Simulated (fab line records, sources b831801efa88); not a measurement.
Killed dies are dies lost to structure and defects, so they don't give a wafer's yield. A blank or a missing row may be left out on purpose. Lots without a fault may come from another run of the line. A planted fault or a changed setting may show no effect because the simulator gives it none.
A struck lot beside a sound one | flow sky130 | 17 steps out of a route of 708
Sound: wafers L857.1, L857.2, L857.3. Struck: wafers L866.2, L866.6. The cause comes at the end.
At each step with rows: each side's tool, then ch and its chambers, then its first start. Under that, the readings that differ: sound wafers | struck wafers | difference of the means | sigmas: that difference in standard deviations of wafers without a fault.
alike: readings whose means differ by less than 2 such deviations, and words and numbers that are the same on both sides. not compared: withheld readings, readings that some wafer has no value for, bounds like >300 that may hide the same value, and numbers for which the record gives no deviation and whose values overlap.
The two part at a step that has a row with sigmas, a row that says differs or no value, or rows on one side only. Numbers that don't overlap but have no deviation are shown without sigmas and don't part them. A reading that every wafer of one side lacks parts them only if that side has two wafers or more.

first, 1 step without rows for these wafers: SKY_SD_N_COAT_02 (resist thk 1140 nm).
SKY_SD_N_SOFTBAKE_03: time 61.49 s.
  sound on litho_track-03 ch 0, day 30 06:12; struck on litho_track-03 ch 0, day 33 03:05
  alike: heater_power_total_W, plate_sensor_t_centre_C, plate_sensor_t_edge_C
then, 3 steps without rows for these wafers: SKY_SD_N_EXPOSE_04 (exposes mask NSDM, target cd 380 nm); SKY_SD_N_PEB_05; SKY_SD_N_DEVELOP_06 (develop time 60 s).
SKY_SD_N_CD_MEAS_07: target cd 380 nm.
  sound on cd_sem-01, day 30 20:15; struck on cd_sem-02, day 33 15:49
  alike: cd_nm
SKY_SD_N_OVL_MEAS_08:
  sound on overlay-01, day 30 20:22; struck on overlay-01, day 33 15:56
  reading       | sound         | struck    | difference | sigmas
  SD_N_OVL (nm) | -1.2 -1.1 0.1 | -3.7 -4.4 | -3.3       | -3
then, 2 steps without rows for these wafers: SKY_SD_N_IMPLANT_09; SKY_SD_N_IMPLANT_10.
SKY_SD_N_STRIP_11: strips in O2/N2.
  sound on plasma_asher-01 ch 0,1, day 30 20:43; struck on plasma_asher-01 ch 1, day 33 16:16
  alike: drypump_motor_current_A, n2_flow_sccm, oes_product_au, strip_time_to_endpoint_s
  not compared: rf_hours_counter_h
SKY_SD_N_TW_MEAS_12:
  sound on film_metro-04, day 30 20:49; struck on film_metro-02, day 33 16:22
  reading | sound          | struck    | difference | sigmas
  SD_N_TW | 4017 4001 3992 | 3908 3898 | -100       | -2
then, 1 step without rows for these wafers: SKY_SD_N_CLEAN_13 (cleans in SC1/SC2, time 150 s).
SKY_SD_N_RTA_14: time 2 s.
  sound on rtp_anneal-02 ch 0, day 30 20:55; struck on rtp_anneal-02 ch 0, day 33 16:29
  reading          | sound                | struck        | difference | sigmas
  wafer_temp_C_max | 1077.0 1078.3 1079.3 | 1084.3 1084.6 | +6.2       | +5
  alike: lamp_power_pct, ramp_down_c_per_s, ramp_up_c_per_s
SKY_SD_N_RS_MEAS_16: measures by four-point-probe.
  sound on film_metro-01, day 30 21:06; struck on film_metro-01, day 33 16:40
  reading          | sound             | struck      | difference | sigmas
  SD_N_RS (ohm/sq) | 68.51 68.53 68.62 | 67.29 67.48 | -1.17      | -9
SKY_SD_N_RS_MEAS_17: measures by four-point-probe.
  sound on film_metro-01, day 30 21:13; struck on film_metro-01, day 33 16:47
  reading          | sound             | struck      | difference | sigmas
  SD_P_RS (ohm/sq) | 147.5 147.5 147.7 | 141.7 141.6 | -5.9       | -13
SKY_SD_N_RS_MEAS_18: measures by four-point-probe.
  sound on film_metro-01, day 30 21:20; struck on film_metro-01, day 33 16:54
  alike: RES_XHIGH_RS
-- the record jumps here: 16 days lie between the struck wafers' starts before and after (it left off in module SD_N and takes up again in module PAD_OPEN, whose first step shown is number 708 of the route) --
SKY_PAD_OPEN_PROBE_99:
  sound on prober-01, day 47 22:37; struck on prober-01, day 49 19:22
  reading                             | sound             | struck      | difference | sigmas
  model.etest.res_high_po.line_ohm_um | 770.6 757.2 768.9 | 706.4 739.8 | -42.5      |
  model.etest.res_high_po.rs_ohm_sq   | 269.2 267.1 269.2 | 249.6 260.7 | -13.4      |
  model.etest.res_pdiff_hv.rs_ohm_sq  | 192.8 193 192.3   | 179.6 180.5 | -12.7      |
  model.etest.res_pdiff.rs_ohm_sq     | 199.8 198.1 197.4 | 187.5 188.1 | -10.6      |
  alike: killed_at_M0_to_M3, killed_at_M4_up, killed_at_contacts, killed_at_front_end, killed_at_other, killed_dies, killed_open, killed_short
  not compared: model.etest.res_xhigh_po.line_ohm_um, model.etest.res_xhigh_po.rs_ohm_sq, model.etest.res_pdiff.line_ohm_um, model.etest.licon_high_po.rc_ohm

WHERE THEY PART
First at SKY_SD_N_OVL_MEAS_08; last, within this record, at SKY_SD_N_RS_MEAS_17. Later steps at which nothing parts them and some readings are alike: SKY_SD_N_RS_MEAS_18, SKY_PAD_OPEN_PROBE_99.

WHY: what the simulator had put in
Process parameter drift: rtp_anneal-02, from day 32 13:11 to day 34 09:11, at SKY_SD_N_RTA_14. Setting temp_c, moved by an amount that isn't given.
